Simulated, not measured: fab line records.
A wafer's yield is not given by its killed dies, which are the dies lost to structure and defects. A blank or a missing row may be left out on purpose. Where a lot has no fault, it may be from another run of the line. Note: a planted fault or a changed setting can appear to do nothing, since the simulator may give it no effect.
fab line records || flow sky130
[record] {"lots": 6, "wafers": 18, "last_day": 49}
route steps=708 shown LDD_HVN@272 LDD_HVP@278
lots that met no fault: from a run of the same line without faults
start_h: hours from the record's opening day to when the first of the lot's shown wafers began || wait_h: time in hours since the lot's previous step || " repeats the value in the row above || L1.1+2: several wafers, shown together as one row || - value missing, or start not given || * or withheld: withheld || < > ~ a bound
route shown NAME@n: a module of which the file shows steps, and the number in the route of the first || usual: the fault-free wafers' mean and standard deviation || same: alike in all rows || chamber/n: place in a boat || sites: each site's reading || _std_site: standard deviation across them || _edge_site: inner sites' mean taken away from outer sites' mean || radius_mm: how far each site lies from the wafer's centre || mask NAME#n: copy n || behind: the tool/chamber that last shaped the wafer || hold: cause of the lot's hold/its duration in hours/its outcome || device: whichever transistor did not switch (one of n, p or np) || end of line: the route-end tests of the same wafers || a step given without rows: its recipe and nothing more || killed: dies lost to structure and defects at the first sort, not the wafer's yield || map: per-die view of a wafer (x killed, . not killed, _ where there is no die)
set.NAME: the run value of the setting; set.NAME@STEP: its run value at that earlier step || model.NAME: the simulator's own value behind a step, which no gauge read
certain route steps with their lots: each step a table, each wafer a row
services: the hour from which a tool's chamber was out of use, counted from the record's first day as start_h (under 0 if before that day), plus the number of hours and why
[[steps]]
[step SKY_LDD_HVN_PEB_05]
[recipe] {"temp_c": "withheld", "time_s": "*", "resist": "NOVOLAK"}
[step SKY_LDD_HVN_DEVELOP_06]
[recipe] {"resist": "NOVOLAK", "developer": "TMAH", "develop_time_s": 60, "dev_temp_c": 23}
[step SKY_LDD_HVN_OVL_MEAS_07]
[usual] {"LDD_HVN_OVL": "-0.6/1.4"}
{"lot.wafer": "L368.3", "tool": "overlay-02", "chamber": "-", "start_h": 475.63, "wait_h": 0.1, "LDD_HVN_OVL[nm]": -0.4}
{"lot.wafer": "L368.4", "tool": "overlay-02", "chamber": "-", "start_h": 475.63, "wait_h": 0.1, "LDD_HVN_OVL[nm]": -0.2}
{"lot.wafer": "L368.6", "tool": "overlay-02", "chamber": "-", "start_h": 475.63, "wait_h": 0.1, "LDD_HVN_OVL[nm]": -1.3}
{"lot.wafer": "L373.1", "tool": "overlay-02", "chamber": "-", "start_h": 520.24, "wait_h": 0.1, "LDD_HVN_OVL[nm]": -3.7}
{"lot.wafer": "L373.4", "tool": "overlay-02", "chamber": "-", "start_h": 520.24, "wait_h": 0.1, "LDD_HVN_OVL[nm]": -2.0}
{"lot.wafer": "L373.6", "tool": "overlay-02", "chamber": "-", "start_h": 520.24, "wait_h": 0.1, "LDD_HVN_OVL[nm]": -1.9}
{"lot.wafer": "L380.1", "tool": "overlay-02", "chamber": "-", "start_h": 571.34, "wait_h": 0.1, "LDD_HVN_OVL[nm]": -0.2}
{"lot.wafer": "L380.3", "tool": "overlay-02", "chamber": "-", "start_h": 571.34, "wait_h": 0.1, "LDD_HVN_OVL[nm]": 0.6}
{"lot.wafer": "L380.6", "tool": "overlay-02", "chamber": "-", "start_h": 571.34, "wait_h": 0.1, "LDD_HVN_OVL[nm]": 0.2}
{"lot.wafer": "L381.3", "tool": "overlay-01", "chamber": "-", "start_h": 582.35, "wait_h": 0.1, "LDD_HVN_OVL[nm]": 1.5}
{"lot.wafer": "L381.5", "tool": "overlay-01", "chamber": "-", "start_h": 582.35, "wait_h": 0.1, "LDD_HVN_OVL[nm]": 3.9}
{"lot.wafer": "L381.6", "tool": "overlay-01", "chamber": "-", "start_h": 582.35, "wait_h": 0.1, "LDD_HVN_OVL[nm]": 2.2}
{"lot.wafer": "L382.2", "tool": "overlay-01", "chamber": "-", "start_h": 596.67, "wait_h": 0.1, "LDD_HVN_OVL[nm]": 1.1}
{"lot.wafer": "L382.4", "tool": "overlay-01", "chamber": "-", "start_h": 596.67, "wait_h": 0.1, "LDD_HVN_OVL[nm]": 2.0}
{"lot.wafer": "L382.6", "tool": "overlay-01", "chamber": "-", "start_h": 596.67, "wait_h": 0.1, "LDD_HVN_OVL[nm]": 0.4}
{"lot.wafer": "L383.2", "tool": "overlay-01", "chamber": "-", "start_h": 598.27, "wait_h": 0.1, "LDD_HVN_OVL[nm]": -2.6}
{"lot.wafer": "L383.3", "tool": "overlay-01", "chamber": "-", "start_h": 598.27, "wait_h": 0.1, "LDD_HVN_OVL[nm]": -1.8}
{"lot.wafer": "L383.5", "tool": "overlay-01", "chamber": "-", "start_h": 598.27, "wait_h": 0.1, "LDD_HVN_OVL[nm]": -0.1}
[step SKY_LDD_HVN_IMPLANT_08]
[recipe] {"species": "P", "energy_kev": 60, "dose_cm2": 3e+13, "tilt_deg": 40}
[step SKY_LDD_HVN_STRIP_09]
[recipe] {"chemistry": "O2/N2", "power_w": 1400, "pressure_mtorr": 1500, "platen_temp_c": "withheld", "o2_flow_sccm": 3000, "n2_flow_sccm": 300, "overash_fraction": 0.5}
[usual] {"drypump_motor_current_A": "5.9/0.3", "oes_product_au": "0.409/0.0046", "strip_time_to_endpoint_s": "4.135/0.013"}
{"lot.wafer": "L368.3", "tool": "plasma_asher-03", "chamber": 0, "start_h": 475.84, "wait_h": 0.1, "drypump_motor_current_A": 6.2, "oes_product_au": 0.408, "rf_hours_counter_h": "-", "strip_time_to_endpoint_s": 4.128}
{"lot.wafer": "L368.4", "tool": "plasma_asher-03", "chamber": 1, "start_h": 475.84, "wait_h": 0.1, "drypump_motor_current_A": 6.0, "oes_product_au": 0.407, "rf_hours_counter_h": "-", "strip_time_to_endpoint_s": 4.131}
{"lot.wafer": "L368.6", "tool": "plasma_asher-03", "chamber": 1, "start_h": 475.84, "wait_h": 0.1, "drypump_motor_current_A": 5.9, "oes_product_au": 0.412, "rf_hours_counter_h": "-", "strip_time_to_endpoint_s": 4.132}
{"lot.wafer": "L373.1", "tool": "plasma_asher-02", "chamber": 0, "start_h": 520.42, "wait_h": 0.1, "drypump_motor_current_A": 6.4, "oes_product_au": 0.414, "rf_hours_counter_h": 80, "strip_time_to_endpoint_s": 4.134}
{"lot.wafer": "L373.4", "tool": "plasma_asher-02", "chamber": 0, "start_h": 520.42, "wait_h": 0.1, "drypump_motor_current_A": 6.4, "oes_product_au": 0.407, "rf_hours_counter_h": "-", "strip_time_to_endpoint_s": 4.141}
{"lot.wafer": "L373.6", "tool": "plasma_asher-02", "chamber": 1, "start_h": 520.42, "wait_h": 0.1, "drypump_motor_current_A": 5.5, "oes_product_au": 0.411, "rf_hours_counter_h": "-", "strip_time_to_endpoint_s": 4.149}
{"lot.wafer": "L380.1", "tool": "plasma_asher-02", "chamber": 0, "start_h": 571.52, "wait_h": 0.1, "drypump_motor_current_A": 6.4, "oes_product_au": 0.409, "rf_hours_counter_h": 85, "strip_time_to_endpoint_s": 4.136}
{"lot.wafer": "L380.3", "tool": "plasma_asher-02", "chamber": 1, "start_h": 571.52, "wait_h": 0.1, "drypump_motor_current_A": 5.5, "oes_product_au": 0.400, "rf_hours_counter_h": "-", "strip_time_to_endpoint_s": 4.136}
{"lot.wafer": "L380.6", "tool": "plasma_asher-02", "chamber": 1, "start_h": 571.52, "wait_h": 0.1, "drypump_motor_current_A": 5.5, "oes_product_au": 0.410, "rf_hours_counter_h": "-", "strip_time_to_endpoint_s": 4.130}
{"lot.wafer": "L381.3", "tool": "plasma_asher-03", "chamber": 1, "start_h": 582.56, "wait_h": 0.1, "drypump_motor_current_A": 5.9, "oes_product_au": 0.414, "rf_hours_counter_h": "-", "strip_time_to_endpoint_s": 4.143}
{"lot.wafer": "L381.5", "tool": "plasma_asher-03", "chamber": 1, "start_h": 582.56, "wait_h": 0.1, "drypump_motor_current_A": 6.0, "oes_product_au": 0.403, "rf_hours_counter_h": "-", "strip_time_to_endpoint_s": 4.119}
{"lot.wafer": "L381.6", "tool": "plasma_asher-03", "chamber": 0, "start_h": 582.56, "wait_h": 0.1, "drypump_motor_current_A": 6.1, "oes_product_au": 0.407, "rf_hours_counter_h": "-", "strip_time_to_endpoint_s": 4.167}
{"lot.wafer": "L382.2", "tool": "plasma_asher-01", "chamber": 1, "start_h": 596.85, "wait_h": 0.1, "drypump_motor_current_A": 5.7, "oes_product_au": 0.410, "rf_hours_counter_h": 17, "strip_time_to_endpoint_s": 4.138}
{"lot.wafer": "L382.4", "tool": "plasma_asher-01", "chamber": 0, "start_h": 596.85, "wait_h": 0.1, "drypump_motor_current_A": 5.7, "oes_product_au": 0.410, "rf_hours_counter_h": "-", "strip_time_to_endpoint_s": 4.126}
{"lot.wafer": "L382.6", "tool": "plasma_asher-01", "chamber": 1, "start_h": 596.85, "wait_h": 0.1, "drypump_motor_current_A": 5.7, "oes_product_au": 0.415, "rf_hours_counter_h": "-", "strip_time_to_endpoint_s": 4.127}
{"lot.wafer": "L383.2", "tool": "plasma_asher-03", "chamber": 0, "start_h": 598.45, "wait_h": 0.1, "drypump_motor_current_A": 6.1, "oes_product_au": 0.408, "rf_hours_counter_h": 45, "strip_time_to_endpoint_s": 4.126}
{"lot.wafer": "L383.3", "tool": "plasma_asher-03", "chamber": 1, "start_h": 598.45, "wait_h": 0.1, "drypump_motor_current_A": 5.9, "oes_product_au": 0.410, "rf_hours_counter_h": "-", "strip_time_to_endpoint_s": 4.138}
{"lot.wafer": "L383.5", "tool": "plasma_asher-03", "chamber": 0, "start_h": 598.45, "wait_h": 0.1, "drypump_motor_current_A": 6.1, "oes_product_au": 0.412, "rf_hours_counter_h": "-", "strip_time_to_endpoint_s": 4.130}
[step SKY_LDD_HVN_TW_MEAS_10]
[usual] {"LDD_HVN_TW": "1445/16"}
{"lot.wafer": "L368.3", "tool": "film_metro-01", "chamber": "-", "start_h": 475.92, "wait_h": 0.1, "LDD_HVN_TW": 1464}
{"lot.wafer": "L368.4", "tool": "film_metro-01", "chamber": "-", "start_h": 475.92, "wait_h": 0.1, "LDD_HVN_TW": 1456}
{"lot.wafer": "L368.6", "tool": "film_metro-01", "chamber": "-", "start_h": 475.92, "wait_h": 0.1, "LDD_HVN_TW": 1459}
{"lot.wafer": "L373.1", "tool": "film_metro-02", "chamber": "-", "start_h": 520.52, "wait_h": 0.1, "LDD_HVN_TW": 1447}
{"lot.wafer": "L373.4", "tool": "film_metro-02", "chamber": "-", "start_h": 520.52, "wait_h": 0.1, "LDD_HVN_TW": 1429}
{"lot.wafer": "L373.6", "tool": "film_metro-02", "chamber": "-", "start_h": 520.52, "wait_h": 0.1, "LDD_HVN_TW": 1443}
{"lot.wafer": "L380.1", "tool": "film_metro-02", "chamber": "-", "start_h": 571.62, "wait_h": 0.1, "LDD_HVN_TW": 1448}
{"lot.wafer": "L380.3", "tool": "film_metro-02", "chamber": "-", "start_h": 571.62, "wait_h": 0.1, "LDD_HVN_TW": 1447}
{"lot.wafer": "L380.6", "tool": "film_metro-02", "chamber": "-", "start_h": 571.62, "wait_h": 0.1, "LDD_HVN_TW": 1444}
{"lot.wafer": "L381.3", "tool": "film_metro-02", "chamber": "-", "start_h": 582.64, "wait_h": 0.1, "LDD_HVN_TW": 1433}
{"lot.wafer": "L381.5", "tool": "film_metro-02", "chamber": "-", "start_h": 582.64, "wait_h": 0.1, "LDD_HVN_TW": 1439}
{"lot.wafer": "L381.6", "tool": "film_metro-02", "chamber": "-", "start_h": 582.64, "wait_h": 0.1, "LDD_HVN_TW": 1435}
{"lot.wafer": "L382.2", "tool": "film_metro-04", "chamber": "-", "start_h": 596.96, "wait_h": 0.1, "LDD_HVN_TW": 1439}
{"lot.wafer": "L382.4", "tool": "film_metro-04", "chamber": "-", "start_h": 596.96, "wait_h": 0.1, "LDD_HVN_TW": 1431}
{"lot.wafer": "L382.6", "tool": "film_metro-04", "chamber": "-", "start_h": 596.96, "wait_h": 0.1, "LDD_HVN_TW": 1441}
{"lot.wafer": "L383.2", "tool": "film_metro-01", "chamber": "-", "start_h": 598.56, "wait_h": 0.1, "LDD_HVN_TW": 1458}
{"lot.wafer": "L383.3", "tool": "film_metro-01", "chamber": "-", "start_h": 598.56, "wait_h": 0.1, "LDD_HVN_TW": 1461}
{"lot.wafer": "L383.5", "tool": "film_metro-01", "chamber": "-", "start_h": 598.56, "wait_h": 0.1, "LDD_HVN_TW": 1460}
[step SKY_LDD_HVP_DEHYDRATE_00]
[recipe] {"temp_c": 200, "time_s": 60}
[step SKY_LDD_HVP_HMDS_01]
[recipe] {"prime_time_s": 60, "prime_temp_c": 120}
[step SKY_LDD_HVP_COAT_02]
[recipe] {"resist": "NOVOLAK", "spin_rpm": 3000, "resist_thk_nm": 296.3}
[step SKY_LDD_HVP_SOFTBAKE_03]
[recipe] {"temp_c": 90, "time_s": 60, "resist": "NOVOLAK"}
[step SKY_LDD_HVP_EXPOSE_04]
[recipe] {"mask_id": "HVPTM", "na": 0.6, "source_shape": "conventional", "sigma_outer": 0.6, "polarization": "unpolarized", "target_cd_nm": 700, "dose_mj": 86}
[step SKY_LDD_HVP_PEB_05]
[recipe] {"temp_c": "withheld", "time_s": "*", "resist": "NOVOLAK"}
[step SKY_LDD_HVP_DEVELOP_06]
[recipe] {"resist": "NOVOLAK", "developer": "TMAH", "develop_time_s": 60, "dev_temp_c": 23}
[usual] {"chill_plate_temp_C": "23.01/0.092", "develop_time_s": "60/0", "exhaust_pa": "45.0/0.78"}
{"lot.wafer": "L368.3", "tool": "litho_track-01", "chamber": 0, "start_h": 506.39, "wait_h": 0.1, "chill_plate_temp_C": 23.14, "develop_time_s": 60, "exhaust_pa": 44.7}
{"lot.wafer": "L368.4", "tool": "litho_track-01", "chamber": 0, "start_h": 506.39, "wait_h": 0.1, "chill_plate_temp_C": 23.13, "develop_time_s": 60, "exhaust_pa": 44.7}
{"lot.wafer": "L368.6", "tool": "litho_track-01", "chamber": 0, "start_h": 506.39, "wait_h": 0.1, "chill_plate_temp_C": 23.06, "develop_time_s": 60, "exhaust_pa": 44.9}
{"lot.wafer": "L373.1", "tool": "litho_track-02", "chamber": 0, "start_h": 550.07, "wait_h": 0.1, "chill_plate_temp_C": 22.99, "develop_time_s": 60, "exhaust_pa": 45.0}
{"lot.wafer": "L373.4", "tool": "litho_track-02", "chamber": 0, "start_h": 550.07, "wait_h": 0.1, "chill_plate_temp_C": 22.90, "develop_time_s": 60, "exhaust_pa": 45.0}
{"lot.wafer": "L373.6", "tool": "litho_track-02", "chamber": 0, "start_h": 550.07, "wait_h": 0.1, "chill_plate_temp_C": 23.05, "develop_time_s": 60, "exhaust_pa": 45.6}
{"lot.wafer": "L380.1", "tool": "litho_track-01", "chamber": "-", "start_h": 601.24, "wait_h": 0.1, "chill_plate_temp_C": "-", "develop_time_s": "-", "exhaust_pa": "-"}
{"lot.wafer": "L380.3", "tool": "litho_track-01", "chamber": "-", "start_h": 601.24, "wait_h": 0.1, "chill_plate_temp_C": "-", "develop_time_s": "-", "exhaust_pa": "-"}
{"lot.wafer": "L380.6", "tool": "litho_track-01", "chamber": "-", "start_h": 601.24, "wait_h": 0.1, "chill_plate_temp_C": "-", "develop_time_s": "-", "exhaust_pa": "-"}
{"lot.wafer": "L381.3", "tool": "litho_track-04", "chamber": "-", "start_h": 611.51, "wait_h": 0.1, "chill_plate_temp_C": "-", "develop_time_s": "-", "exhaust_pa": "-"}
{"lot.wafer": "L381.5", "tool": "litho_track-04", "chamber": "-", "start_h": 611.51, "wait_h": 0.1, "chill_plate_temp_C": "-", "develop_time_s": "-", "exhaust_pa": "-"}
{"lot.wafer": "L381.6", "tool": "litho_track-04", "chamber": "-", "start_h": 611.51, "wait_h": 0.1, "chill_plate_temp_C": "-", "develop_time_s": "-", "exhaust_pa": "-"}
{"lot.wafer": "L382.2", "tool": "litho_track-02", "chamber": 0, "start_h": 625.74, "wait_h": 0.1, "chill_plate_temp_C": 22.95, "develop_time_s": 60, "exhaust_pa": 45.0}
{"lot.wafer": "L382.4", "tool": "litho_track-02", "chamber": 0, "start_h": 625.74, "wait_h": 0.1, "chill_plate_temp_C": 22.88, "develop_time_s": 60, "exhaust_pa": 45.9}
{"lot.wafer": "L382.6", "tool": "litho_track-02", "chamber": 0, "start_h": 625.74, "wait_h": 0.1, "chill_plate_temp_C": 23.04, "develop_time_s": 60, "exhaust_pa": 44.6}
{"lot.wafer": "L383.2", "tool": "litho_track-02", "chamber": 0, "start_h": 628.09, "wait_h": 0.1, "chill_plate_temp_C": 22.93, "develop_time_s": 60, "exhaust_pa": 44.8}
{"lot.wafer": "L383.3", "tool": "litho_track-02", "chamber": 0, "start_h": 628.09, "wait_h": 0.1, "chill_plate_temp_C": 22.87, "develop_time_s": 60, "exhaust_pa": 43.9}
{"lot.wafer": "L383.5", "tool": "litho_track-02", "chamber": 0, "start_h": 628.09, "wait_h": 0.1, "chill_plate_temp_C": 22.89, "develop_time_s": 60, "exhaust_pa": 44.8}
[step SKY_LDD_HVP_OVL_MEAS_07]
[usual] {"LDD_HVP_OVL": "-0.4/1.3"}
{"lot.wafer": "L368.3", "tool": "overlay-01", "chamber": "-", "start_h": 506.50, "wait_h": 0.1, "LDD_HVP_OVL[nm]": -2.6}
{"lot.wafer": "L368.4", "tool": "overlay-01", "chamber": "-", "start_h": 506.50, "wait_h": 0.1, "LDD_HVP_OVL[nm]": -0.8}
{"lot.wafer": "L368.6", "tool": "overlay-01", "chamber": "-", "start_h": 506.50, "wait_h": 0.1, "LDD_HVP_OVL[nm]": -1.8}
{"lot.wafer": "L373.1", "tool": "overlay-02", "chamber": "-", "start_h": 550.22, "wait_h": 0.1, "LDD_HVP_OVL[nm]": -1.5}
{"lot.wafer": "L373.4", "tool": "overlay-02", "chamber": "-", "start_h": 550.22, "wait_h": 0.1, "LDD_HVP_OVL[nm]": -0.4}
{"lot.wafer": "L373.6", "tool": "overlay-02", "chamber": "-", "start_h": 550.22, "wait_h": 0.1, "LDD_HVP_OVL[nm]": -0.8}
{"lot.wafer": "L380.1", "tool": "overlay-01", "chamber": "-", "start_h": 601.39, "wait_h": 0.1, "LDD_HVP_OVL[nm]": "-"}
{"lot.wafer": "L380.3", "tool": "overlay-01", "chamber": "-", "start_h": 601.39, "wait_h": 0.1, "LDD_HVP_OVL[nm]": "-"}
{"lot.wafer": "L380.6", "tool": "overlay-01", "chamber": "-", "start_h": 601.39, "wait_h": 0.1, "LDD_HVP_OVL[nm]": "-"}
{"lot.wafer": "L381.3", "tool": "overlay-02", "chamber": "-", "start_h": 611.62, "wait_h": 0.1, "LDD_HVP_OVL[nm]": "-"}
{"lot.wafer": "L381.5", "tool": "overlay-02", "chamber": "-", "start_h": 611.62, "wait_h": 0.1, "LDD_HVP_OVL[nm]": "-"}
{"lot.wafer": "L381.6", "tool": "overlay-02", "chamber": "-", "start_h": 611.62, "wait_h": 0.1, "LDD_HVP_OVL[nm]": "-"}
{"lot.wafer": "L382.2", "tool": "overlay-02", "chamber": "-", "start_h": 625.87, "wait_h": 0.1, "LDD_HVP_OVL[nm]": -0.4}
{"lot.wafer": "L382.4", "tool": "overlay-02", "chamber": "-", "start_h": 625.87, "wait_h": 0.1, "LDD_HVP_OVL[nm]": -1.0}
{"lot.wafer": "L382.6", "tool": "overlay-02", "chamber": "-", "start_h": 625.87, "wait_h": 0.1, "LDD_HVP_OVL[nm]": -0.2}
{"lot.wafer": "L383.2", "tool": "overlay-01", "chamber": "-", "start_h": 628.22, "wait_h": 0.1, "LDD_HVP_OVL[nm]": -0.2}
{"lot.wafer": "L383.3", "tool": "overlay-01", "chamber": "-", "start_h": 628.22, "wait_h": 0.1, "LDD_HVP_OVL[nm]": -0.5}
{"lot.wafer": "L383.5", "tool": "overlay-01", "chamber": "-", "start_h": 628.22, "wait_h": 0.1, "LDD_HVP_OVL[nm]": -1.0}
[[services]]
{"tool": "plasma_asher-03", "chamber": "-", "start_h": 503.02, "hours": 2.1, "kind": "repair"}
{"tool": "plasma_asher-03", "chamber": "-", "start_h": 504.32, "hours": 9.4, "kind": "repair"}
{"tool": "plasma_asher-02", "chamber": "-", "start_h": 510.84, "hours": 2.8, "kind": "pm"}
{"tool": "plasma_asher-01", "chamber": "-", "start_h": 527.99, "hours": 2.6, "kind": "repair"}
{"tool": "plasma_asher-03", "chamber": "-", "start_h": 571.29, "hours": 1.4, "kind": "repair"}
[[key]]
[first_sign] {"step": "SKY_LDD_HVP_DEVELOP_06", "reading": "tool_record", "direction": "missing"}
effect none on later readings
met_at SKY_LDD_HVP_DEVELOP_06
struck_wafers L380.1,L380.3,L380.6,L381.3,L381.5,L381.6
sort_left_out L380.1,L380.3,L380.6,L381.3,L381.5,L381.6
tester_left_out L380,L381
onset_between 506.39 601.24
[fault] {"kind": "skipped_step_whole", "tool": "litho_track-01,litho_track-04", "chamber": "-", "onset_h": 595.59, "steps": "SKY_LDD_HVP_DEVELOP_06", "scope": "struck_lots_only"}
// tester_left_out: of these lots the tester's yield and bins aren't shown, on N5 and GAA mostly nor the transistor test; their killed dies are dies lost to structure and defects alone, not to doping, threshold or leakage, so they don't give the yield
// sort_left_out: the simulated sort isn't trusted on such a fault, so these wafers' sort isn't shown, and their yield isn't known
